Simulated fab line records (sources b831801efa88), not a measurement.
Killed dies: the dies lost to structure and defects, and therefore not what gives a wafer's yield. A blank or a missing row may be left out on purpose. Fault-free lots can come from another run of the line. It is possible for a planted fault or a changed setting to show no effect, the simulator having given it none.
One fault through the eyes of 2 desks + flow sfq_line + each desk holds nothing but its own numbers, with what lay behind them at the end

FROM THE METROLOGY DESK
What the gauges read for every lot (on any tool): the sampled wafers with a number, averaged. Marked OUT: a lot whose mean sits more than 4 standard deviations from the usual mean, which makes it out of limits; the brackets give that distance.
Columns: A = M0_NB_RS at SFQ_M0_RS_MEAS_904, usual 0.889 ohm/sq; B = M0_OVL at SFQ_M0_OVL_MEAS_906, usual 1 nm
| lot  | first seen here | A     | B  |
|------|-----------------|-------|----|
| L179 | day 6 22:54     | 0.896 | 6  |
| L181 | day 7 14:16     | 0.885 | -4 |
| L195 | day 12 08:11    | 0.881 | 1  |
| L196 | day 12 15:59    | 0.873 | -1 |
| L197 | day 12 22:39    | 0.910 | 1  |
| L198 | day 13 10:25    | 0.888 | -5 |
This desk's finding: nothing out of limits on any of the 6 lots.

AT THE TOOL OWNER'S DESK: litho_track-03
The tool's own readings at SFQ_TRILAYER_M0_LITHO_PEB_024 (peb time 60 s): means of the sampled wafers that have a number, for each lot that ran on this tool. Marked OUT: a lot whose mean sits more than 4 standard deviations from the usual mean, which makes it out of limits; the brackets give that distance.
Columns: A = heater_power_total_W at SFQ_TRILAYER_M0_LITHO_PEB_024, usual 79.16 W; B = plate_temp_C at SFQ_TRILAYER_M0_LITHO_PEB_024, usual 115.00 C; C = resist_line_temp_C at SFQ_TRILAYER_M0_LITHO_PEB_024, usual 23.00 C
| lot  | first seen here | A               | B                | C     |
|------|-----------------|-----------------|------------------|-------|
| L179 | day 10 16:40    | 79.15           | 114.94           | 23.07 |
| L195 | day 17 16:07    | 75.18 (-58) OUT | 110.57 (-40) OUT | 22.98 |
| L197 | day 18 10:11    | 75.22 (-57) OUT | 110.62 (-40) OUT | 22.93 |
This desk finds L195, L197 out of limits, L195 being first, at day 17 16:07 (heater_power_total_W at SFQ_TRILAYER_M0_LITHO_PEB_024). L179 stayed within limits.

BROUGHT TOGETHER
At day 17 16:07, on L195, L197, the tool owner's desk was in a position to raise an alarm.
Metrology desk: nothing out of limits seen.
The metrology desk has L195, L197 on record, within its limits.
All the named lots went through SFQ_TRILAYER_M0_LITHO_PEB_024 on litho_track-03.

WHAT WAS PUT IN BY THE SIMULATOR
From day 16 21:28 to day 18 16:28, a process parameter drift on litho_track-03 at SFQ_TRILAYER_M0_LITHO_PEB_024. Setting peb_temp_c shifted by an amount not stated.
Struck lots among those shown: L195, L197.
Delay in hours, fault start to first out-of-limits reading, by desk: the tool owner's desk at 19.
